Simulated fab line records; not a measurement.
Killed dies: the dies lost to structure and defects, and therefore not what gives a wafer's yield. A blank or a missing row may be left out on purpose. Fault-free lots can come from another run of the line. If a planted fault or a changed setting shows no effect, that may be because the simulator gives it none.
fab line records :: flow gf180mcu :: part 2 of 2: steps 28 to 38 of 38
[record]
  lots = 5
  wafers = 15
  lastDay = 34
route steps=602 shown HV_LDD@218 NSD@235 PSD@248
lots with no fault: from the same line, run without faults
startH: start of the lot's first displayed wafer, in hours after the record's first day :: waitH: hours since the lot's step before :: " repeats the value in the row above :: L1.1+2: a row that stands for several wafers :: - value missing, or start not given :: * or withheld: withheld :: < > ~ a bound
route shown NAME@n: names a module that has steps shown in the file, with the first one's number in the route :: usual: the fault-free wafers' mean and standard deviation :: same: alike in all rows :: chamber/n: place in a boat :: sites: the reading at each site :: _std_site: the standard deviation of these :: _edge_site: inner sites' mean taken away from outer sites' mean :: radiusMm: how far each site lies from the wafer's centre :: mask NAME#n: copy n :: behind: the tool/chamber that last shaped the wafer :: hold: what put the lot on hold/how long, in hours/how the hold closed :: device: whichever transistor did not switch (one of n, p or np) :: end of line: at the end of the route, the tests of the same wafers :: for a step that has no rows: nothing shown but its recipe :: killed: dies lost to structure and defects at the first sort, not the wafer's yield :: map: the dies of a wafer, with x for killed, . for not killed, _ for no die there
set.NAME: the setting the step ran with; set.NAME@STEP: the setting that earlier step ran with :: model.NAME: the simulator's own value behind a step, which no gauge read
lots seen at some steps along the route; tables by step, rows by wafer
services: from which hour (startH, from the record's first day; less than 0 if before it) a tool's chamber was out of use, for how many hours, and why
[[steps]]
[step GF_NSD_IMPLANT_10]
[recipe]
  species = P
  energyKev = 40
  doseCm2 = 5e+14
  tiltDeg = 7
[usual]
  beamEnergyKeV = 40.000/0.011
  beamOnS = 9.98/0.21
lot.wafer: L077.2
tool: implanter-04
chamber: 0
startH: 318.29
waitH: 0.1
beamEnergyKeV: 40.011
beamOnS: 10.12

lot.wafer: L077.5
tool: implanter-04
chamber: 0
startH: 318.29
waitH: 0.1
beamEnergyKeV: 40.023
beamOnS: 10.09

lot.wafer: L077.6
tool: implanter-04
chamber: 0
startH: 318.29
waitH: 0.1
beamEnergyKeV: 40.020
beamOnS: 9.86

lot.wafer: L079.2
tool: implanter-03
chamber: 0
startH: 338.26
waitH: 0.1
beamEnergyKeV: 39.997
beamOnS: 9.46

lot.wafer: L079.5
tool: implanter-03
chamber: 0
startH: 338.26
waitH: 0.1
beamEnergyKeV: 40.009
beamOnS: 9.86

lot.wafer: L079.6
tool: implanter-03
chamber: 0
startH: 338.26
waitH: 0.1
beamEnergyKeV: 39.977
beamOnS: 10.06

lot.wafer: L089.1
tool: implanter-03
chamber: 0
startH: 421.87
waitH: 0.1
beamEnergyKeV: 39.983
beamOnS: 10.32

lot.wafer: L089.2
tool: implanter-03
chamber: 0
startH: 421.87
waitH: 0.1
beamEnergyKeV: 39.999
beamOnS: 10.02

lot.wafer: L089.5
tool: implanter-03
chamber: 0
startH: 421.87
waitH: 0.1
beamEnergyKeV: 39.988
beamOnS: 9.84

lot.wafer: L094.3
tool: implanter-03
chamber: 0
startH: 462.38
waitH: 0.1
beamEnergyKeV: 39.996
beamOnS: 10.03

lot.wafer: L094.5
tool: implanter-03
chamber: 0
startH: 462.38
waitH: 0.1
beamEnergyKeV: 40.019
beamOnS: 10.19

lot.wafer: L094.6
tool: implanter-03
chamber: 0
startH: 462.38
waitH: 0.1
beamEnergyKeV: 40.015
beamOnS: 10.13

lot.wafer: L095.1
tool: implanter-02
chamber: 0
startH: 471.26
waitH: 0.1
beamEnergyKeV: 40.012
beamOnS: 9.81

lot.wafer: L095.2
tool: implanter-02
chamber: 0
startH: 471.26
waitH: 0.1
beamEnergyKeV: 39.997
beamOnS: 10.07

lot.wafer: L095.5
tool: implanter-02
chamber: 0
startH: 471.26
waitH: 0.1
beamEnergyKeV: 39.989
beamOnS: 9.78
[step GF_NSD_STRIP_11]
[recipe]
  chemistry = O2/N2
  powerW = 1400
  pressureMtorr = 1500
  platenTempC = 250
  o2FlowSccm = 3000
  n2FlowSccm = 300
  overashFraction = 0.5
[usual]
  drypumpMotorCurrentA = 5.6/0.49
  heaterPowerW = 330/30
  oesProductAu = 0.487/0.0047
  stripTimeToEndpointS = 22.96/0.033
lot.wafer: L077.2
tool: plasmaAsher-03
chamber: 0
startH: 318.42
waitH: 0.1
drypumpMotorCurrentA: 5.6
heaterPowerW: 324
oesProductAu: 0.493
rfHoursCounterH: 24
stripTimeToEndpointS: 22.95

lot.wafer: L077.5
tool: plasmaAsher-03
chamber: 0
startH: 318.42
waitH: 0.1
drypumpMotorCurrentA: 5.6
heaterPowerW: 332
oesProductAu: 0.489
rfHoursCounterH: -
stripTimeToEndpointS: 22.95

lot.wafer: L077.6
tool: plasmaAsher-03
chamber: 1
startH: 318.42
waitH: 0.1
drypumpMotorCurrentA: 4.9
heaterPowerW: 297
oesProductAu: 0.487
rfHoursCounterH: -
stripTimeToEndpointS: 22.96

lot.wafer: L079.2
tool: plasmaAsher-01
chamber: 1
startH: 338.39
waitH: 0.1
drypumpMotorCurrentA: 5.4
heaterPowerW: 316
oesProductAu: 0.480
rfHoursCounterH: 56
stripTimeToEndpointS: 22.94

lot.wafer: L079.5
tool: plasmaAsher-01
chamber: 0
startH: 338.39
waitH: 0.1
drypumpMotorCurrentA: 6.4
heaterPowerW: 341
oesProductAu: 0.495
rfHoursCounterH: -
stripTimeToEndpointS: 22.93

lot.wafer: L079.6
tool: plasmaAsher-01
chamber: 1
startH: 338.39
waitH: 0.1
drypumpMotorCurrentA: 5.5
heaterPowerW: 315
oesProductAu: 0.484
rfHoursCounterH: -
stripTimeToEndpointS: 22.96

lot.wafer: L089.1
tool: plasmaAsher-03
chamber: 1
startH: 422.02
waitH: 0.1
drypumpMotorCurrentA: 4.9
heaterPowerW: 302
oesProductAu: 0.486
rfHoursCounterH: 35
stripTimeToEndpointS: 22.94

lot.wafer: L089.2
tool: plasmaAsher-03
chamber: 0
startH: 422.02
waitH: 0.1
drypumpMotorCurrentA: 5.6
heaterPowerW: 332
oesProductAu: 0.492
rfHoursCounterH: 35
stripTimeToEndpointS: 22.95

lot.wafer: L089.5
tool: plasmaAsher-03
chamber: 1
startH: 422.02
waitH: 0.1
drypumpMotorCurrentA: 4.9
heaterPowerW: 289
oesProductAu: 0.491
rfHoursCounterH: -
stripTimeToEndpointS: 22.94

lot.wafer: L094.3
tool: plasmaAsher-02
chamber: 1
startH: 462.51
waitH: 0.1
drypumpMotorCurrentA: 5.7
heaterPowerW: 309
oesProductAu: 0.484
rfHoursCounterH: -
stripTimeToEndpointS: 22.95

lot.wafer: L094.5
tool: plasmaAsher-02
chamber: 0
startH: 462.51
waitH: 0.1
drypumpMotorCurrentA: 5.2
heaterPowerW: 382
oesProductAu: 0.496
rfHoursCounterH: -
stripTimeToEndpointS: 23.01

lot.wafer: L094.6
tool: plasmaAsher-02
chamber: 1
startH: 462.51
waitH: 0.1
drypumpMotorCurrentA: 5.7
heaterPowerW: 308
oesProductAu: 0.492
rfHoursCounterH: -
stripTimeToEndpointS: 22.96

lot.wafer: L095.1
tool: plasmaAsher-03
chamber: 0
startH: 471.41
waitH: 0.1
drypumpMotorCurrentA: 5.6
heaterPowerW: 329
oesProductAu: 0.492
rfHoursCounterH: 41
stripTimeToEndpointS: 22.95

lot.wafer: L095.2
tool: plasmaAsher-03
chamber: 1
startH: 471.41
waitH: 0.1
drypumpMotorCurrentA: 4.9
heaterPowerW: 294
oesProductAu: 0.483
rfHoursCounterH: 41
stripTimeToEndpointS: 22.98

lot.wafer: L095.5
tool: plasmaAsher-03
chamber: 1
startH: 471.41
waitH: 0.1
drypumpMotorCurrentA: 4.9
heaterPowerW: 289
oesProductAu: 0.481
rfHoursCounterH: -
stripTimeToEndpointS: 22.98
[step GF_NSD_TW_MEAS_12]
[usual]
  NSD_TW = 4267/52
lot.wafer: L077.2
tool: filmMetro-01
chamber: -
startH: 318.53
waitH: 0.1
NSD_TW: 4239

lot.wafer: L077.5
tool: filmMetro-01
chamber: -
startH: 318.53
waitH: 0.1
NSD_TW: 4241

lot.wafer: L077.6
tool: filmMetro-01
chamber: -
startH: 318.53
waitH: 0.1
NSD_TW: 4251

lot.wafer: L079.2
tool: filmMetro-03
chamber: -
startH: 338.50
waitH: 0.1
NSD_TW: 4196

lot.wafer: L079.5
tool: filmMetro-03
chamber: -
startH: 338.50
waitH: 0.1
NSD_TW: 4223

lot.wafer: L079.6
tool: filmMetro-03
chamber: -
startH: 338.50
waitH: 0.1
NSD_TW: 4219

lot.wafer: L089.1
tool: filmMetro-01
chamber: -
startH: 422.12
waitH: 0.1
NSD_TW: 4308

lot.wafer: L089.2
tool: filmMetro-01
chamber: -
startH: 422.12
waitH: 0.1
NSD_TW: 4267

lot.wafer: L089.5
tool: filmMetro-01
chamber: -
startH: 422.12
waitH: 0.1
NSD_TW: 4269

lot.wafer: L094.3
tool: filmMetro-02
chamber: -
startH: 462.60
waitH: 0.1
NSD_TW: 4334

lot.wafer: L094.5
tool: filmMetro-02
chamber: -
startH: 462.60
waitH: 0.1
NSD_TW: 4343

lot.wafer: L094.6
tool: filmMetro-02
chamber: -
startH: 462.60
waitH: 0.1
NSD_TW: 4308

lot.wafer: L095.1
tool: filmMetro-01
chamber: -
startH: 471.51
waitH: 0.1
NSD_TW: 4270

lot.wafer: L095.2
tool: filmMetro-01
chamber: -
startH: 471.51
waitH: 0.1
NSD_TW: 4266

lot.wafer: L095.5
tool: filmMetro-01
chamber: -
startH: 471.51
waitH: 0.1
NSD_TW: 4275
[step GF_PSD_DEHYDRATE_00]
[recipe]
  tempC = 200
  timeS = 60
lot.wafer: L077.2+5+6
tool: lithoTrack-01
chamber: 0
startH: 329.14
waitH: 10.6

lot.wafer: L079.2+5+6
tool: lithoTrack-01
chamber: 0
startH: 348.39
waitH: 9.9

lot.wafer: L089.1+2+5
tool: lithoTrack-01
chamber: 0
startH: 433.36
waitH: 11.2

lot.wafer: L094.3+5+6
tool: lithoTrack-01
chamber: 0
startH: 474.46
waitH: 11.9

lot.wafer: L095.1+2+5
tool: lithoTrack-03
chamber: 0
startH: 483.17
waitH: 11.7
[step GF_PSD_HMDS_01]
[recipe]
  primeTimeS = 60
  primeTempC = 120
[usual]
  primeTempC = 120.00/0.14
lot.wafer: L077.2
tool: lithoTrack-01
chamber: 0
startH: 329.29
waitH: 0.1
primeTempC: 120.14

lot.wafer: L077.5
tool: lithoTrack-01
chamber: 0
startH: 329.29
waitH: 0.1
primeTempC: 120.15

lot.wafer: L077.6
tool: lithoTrack-01
chamber: 0
startH: 329.29
waitH: 0.1
primeTempC: 120.10

lot.wafer: L079.2
tool: lithoTrack-01
chamber: 0
startH: 348.54
waitH: 0.1
primeTempC: 120.18

lot.wafer: L079.5
tool: lithoTrack-01
chamber: 0
startH: 348.54
waitH: 0.1
primeTempC: 120.12

lot.wafer: L079.6
tool: lithoTrack-01
chamber: 0
startH: 348.54
waitH: 0.1
primeTempC: 119.92

lot.wafer: L089.1
tool: lithoTrack-01
chamber: 0
startH: 433.51
waitH: 0.1
primeTempC: 120.07

lot.wafer: L089.2
tool: lithoTrack-01
chamber: 0
startH: 433.51
waitH: 0.1
primeTempC: 120.04

lot.wafer: L089.5
tool: lithoTrack-01
chamber: 0
startH: 433.51
waitH: 0.1
primeTempC: 120.14

lot.wafer: L094.3
tool: lithoTrack-01
chamber: 0
startH: 474.61
waitH: 0.1
primeTempC: 119.98

lot.wafer: L094.5
tool: lithoTrack-01
chamber: 0
startH: 474.61
waitH: 0.1
primeTempC: 119.87

lot.wafer: L094.6
tool: lithoTrack-01
chamber: 0
startH: 474.61
waitH: 0.1
primeTempC: 119.93

lot.wafer: L095.1
tool: lithoTrack-03
chamber: 0
startH: 483.32
waitH: 0.1
primeTempC: 119.95

lot.wafer: L095.2
tool: lithoTrack-03
chamber: 0
startH: 483.32
waitH: 0.1
primeTempC: 120.17

lot.wafer: L095.5
tool: lithoTrack-03
chamber: 0
startH: 483.32
waitH: 0.1
primeTempC: 119.97
[step GF_PSD_COAT_02]
[recipe]
  resist = NOVOLAK
  spinRpm = 3000
  resistThkNm = 1000
lot.wafer: L077.2+5+6
tool: lithoTrack-01
chamber: 0
startH: 329.44
waitH: 0.1

lot.wafer: L079.2+5+6
tool: lithoTrack-01
chamber: 0
startH: 348.69
waitH: 0.1

lot.wafer: L089.1+2+5
tool: lithoTrack-01
chamber: 0
startH: 433.66
waitH: 0.1

lot.wafer: L094.3+5+6
tool: lithoTrack-01
chamber: 0
startH: 474.76
waitH: 0.1

lot.wafer: L095.1+2+5
tool: lithoTrack-03
chamber: 0
startH: 483.47
waitH: 0.1
[step GF_PSD_SOFTBAKE_03]
[recipe]
  tempC = 90
  timeS = 60
  resist = NOVOLAK
lot.wafer: L077.2+5+6
tool: lithoTrack-01
chamber: 0
startH: 329.59
waitH: 0.1

lot.wafer: L079.2+5+6
tool: lithoTrack-01
chamber: 0
startH: 348.84
waitH: 0.1

lot.wafer: L089.1+2+5
tool: lithoTrack-01
chamber: 0
startH: 433.81
waitH: 0.1

lot.wafer: L094.3+5+6
tool: lithoTrack-01
chamber: 0
startH: 474.91
waitH: 0.1

lot.wafer: L095.1+2+5
tool: lithoTrack-03
chamber: 0
startH: 483.62
waitH: 0.1
[step GF_PSD_EXPOSE_04]
[recipe]
  maskId = Pplus
  targetCdNm = 400
  na = 0.6
  sourceShape = conventional
  sigmaOuter = 0.6
  doseMj = 140
[usual]
  stageVelMmS = 499.97/0.24
lot.wafer: L077.2
tool: ilineStepper-01
chamber: 0
startH: -
waitH: -
mask: Pplus#0
stageVelMmS: 500.02

lot.wafer: L077.5
tool: ilineStepper-01
chamber: 0
startH: -
waitH: -
mask: Pplus#0
stageVelMmS: 499.62

lot.wafer: L077.6
tool: ilineStepper-01
chamber: 0
startH: -
waitH: -
mask: Pplus#0
stageVelMmS: 499.98

lot.wafer: L079.2
tool: ilineStepper-02
chamber: 0
startH: -
waitH: -
mask: Pplus#0
stageVelMmS: 500.02

lot.wafer: L079.5
tool: ilineStepper-02
chamber: 0
startH: -
waitH: -
mask: Pplus#0
stageVelMmS: 500.29

lot.wafer: L079.6
tool: ilineStepper-02
chamber: 0
startH: -
waitH: -
mask: Pplus#0
stageVelMmS: 500.31

lot.wafer: L089.1
tool: ilineStepper-02
chamber: 0
startH: -
waitH: -
mask: Pplus#0
stageVelMmS: 500.02

lot.wafer: L089.2
tool: ilineStepper-02
chamber: 0
startH: -
waitH: -
mask: Pplus#0
stageVelMmS: 499.96

lot.wafer: L089.5
tool: ilineStepper-02
chamber: 0
startH: -
waitH: -
mask: Pplus#0
stageVelMmS: 499.94

lot.wafer: L094.3
tool: ilineStepper-01
chamber: 0
startH: -
waitH: -
mask: Pplus#0
stageVelMmS: 500.01

lot.wafer: L094.5
tool: ilineStepper-01
chamber: 0
startH: -
waitH: -
mask: Pplus#0
stageVelMmS: 500.06

lot.wafer: L094.6
tool: ilineStepper-01
chamber: 0
startH: -
waitH: -
mask: Pplus#0
stageVelMmS: 499.73

lot.wafer: L095.1
tool: ilineStepper-01
chamber: 0
startH: -
waitH: -
mask: Pplus#0
stageVelMmS: 499.86

lot.wafer: L095.2
tool: ilineStepper-01
chamber: 0
startH: -
waitH: -
mask: Pplus#0
stageVelMmS: 499.76

lot.wafer: L095.5
tool: ilineStepper-01
chamber: 0
startH: -
waitH: -
mask: Pplus#0
stageVelMmS: 499.88
[step GF_PSD_PEB_05]
[recipe]
  tempC = withheld
  timeS = *
  resist = NOVOLAK
lot.wafer: L077.2+5+6
tool: lithoTrack-02
chamber: 0
startH: -
waitH: -

lot.wafer: L079.2+5+6
tool: lithoTrack-02
chamber: 0
startH: -
waitH: -

lot.wafer: L089.1+2+5
tool: lithoTrack-03
chamber: 0
startH: -
waitH: -

lot.wafer: L094.3+5+6
tool: lithoTrack-03
chamber: 0
startH: -
waitH: -

lot.wafer: L095.1+2+5
tool: lithoTrack-02
chamber: 0
startH: -
waitH: -
[step GF_PSD_DEVELOP_06]
[recipe]
  developTimeS = 60
  devTempC = 23
lot.wafer: L077.2+5+6
tool: lithoTrack-02
chamber: 0
startH: 339.63
waitH: 0.1

lot.wafer: L079.2+5+6
tool: lithoTrack-02
chamber: 0
startH: 359.38
waitH: 0.1

lot.wafer: L089.1+2+5
tool: lithoTrack-03
chamber: 0
startH: 446.07
waitH: 0.1

lot.wafer: L094.3+5+6
tool: lithoTrack-03
chamber: 0
startH: 486.77
waitH: 0.1

lot.wafer: L095.1+2+5
tool: lithoTrack-02
chamber: 0
startH: 495.40
waitH: 0.1
[step GF_PSD_CD_MEAS_07]
[recipe]
  targetCdNm = 400
[usual]
  cdNm = 401.2/2.5
lot.wafer: L077.2
tool: cdSem-02
chamber: -
startH: 339.77
waitH: 0.1
cdNm: 402.8

lot.wafer: L077.5
tool: cdSem-02
chamber: -
startH: 339.77
waitH: 0.1
cdNm: 403.3

lot.wafer: L077.6
tool: cdSem-02
chamber: -
startH: 339.77
waitH: 0.1
cdNm: 405.1

lot.wafer: L079.2
tool: cdSem-02
chamber: -
startH: 359.52
waitH: 0.1
cdNm: 397.7

lot.wafer: L079.5
tool: cdSem-02
chamber: -
startH: 359.52
waitH: 0.1
cdNm: 396.5

lot.wafer: L079.6
tool: cdSem-02
chamber: -
startH: 359.52
waitH: 0.1
cdNm: 396.3

lot.wafer: L089.1
tool: cdSem-02
chamber: -
startH: 446.22
waitH: 0.1
cdNm: 400.0

lot.wafer: L089.2
tool: cdSem-02
chamber: -
startH: 446.22
waitH: 0.1
cdNm: 400.6

lot.wafer: L089.5
tool: cdSem-02
chamber: -
startH: 446.22
waitH: 0.1
cdNm: 399.9

lot.wafer: L094.3
tool: cdSem-01
chamber: -
startH: 486.91
waitH: 0.1
cdNm: 398.5

lot.wafer: L094.5
tool: cdSem-01
chamber: -
startH: 486.91
waitH: 0.1
cdNm: 397.7

lot.wafer: L094.6
tool: cdSem-01
chamber: -
startH: 486.91
waitH: 0.1
cdNm: 397.0

lot.wafer: L095.1
tool: cdSem-02
chamber: -
startH: 495.55
waitH: 0.1
cdNm: 404.2

lot.wafer: L095.2
tool: cdSem-02
chamber: -
startH: 495.55
waitH: 0.1
cdNm: 402.2

lot.wafer: L095.5
tool: cdSem-02
chamber: -
startH: 495.55
waitH: 0.1
cdNm: 401.2
[[services]]
tool: rieDiel-04
chamber: 3
startH: 267.51
hours: 1.9
kind: repair

tool: plasmaAsher-01
chamber: -
startH: 270.64
hours: 2.9
kind: repair

tool: plasmaAsher-04
chamber: -
startH: 277.98
hours: 1.9
kind: repair

tool: lpcvd-01
chamber: -
startH: 287.09
hours: 1.3
kind: repair

tool: ilineStepper-02
chamber: -
startH: 287.34
hours: 1.7
kind: pm

tool: rieDiel-04
chamber: 1
startH: 305.06
hours: 15.9
kind: repair

tool: lpcvd-01
chamber: -
startH: 318.07
hours: 28.1
kind: pm

tool: implanter-02
chamber: -
startH: 318.39
hours: 4.4
kind: pm

tool: implanter-04
chamber: -
startH: 322.40
hours: 107.9
kind: pm

tool: rieDiel-03
chamber: 0
startH: 350.88
hours: 3.9
kind: repair

tool: rieDiel-03
chamber: 1
startH: 360.56
hours: 8.5
kind: repair

tool: rieDiel-04
chamber: 0
startH: 378.32
hours: 4.2
kind: repair

tool: rieDiel-04
chamber: -
startH: 379.36
hours: 1.0
kind: repair

tool: plasmaAsher-04
chamber: -
startH: 406.50
hours: 2.8
kind: pm

tool: plasmaAsher-04
chamber: -
startH: 412.33
hours: 1.9
kind: repair

tool: ilineStepper-01
chamber: -
startH: 417.55
hours: 1.7
kind: pm

tool: rieDiel-03
chamber: 1
startH: 418.86
hours: 9.5
kind: repair

tool: plasmaAsher-02
chamber: -
startH: 421.25
hours: 9.0
kind: pm

tool: rieDiel-03
chamber: 2
startH: 430.29
hours: 3.9
kind: repair

tool: ilineStepper-01
chamber: -
startH: 478.67
hours: 2.1
kind: pm

tool: implanter-02
chamber: -
startH: 486.18
hours: 1.5
kind: repair

tool: wetBench-01
chamber: -
startH: 486.48
hours: 7.2
kind: repair

tool: implanter-02
chamber: -
startH: 488.56
hours: 2.5
kind: repair

tool: implanter-03
chamber: -
startH: 491.41
hours: 2.8
kind: pm
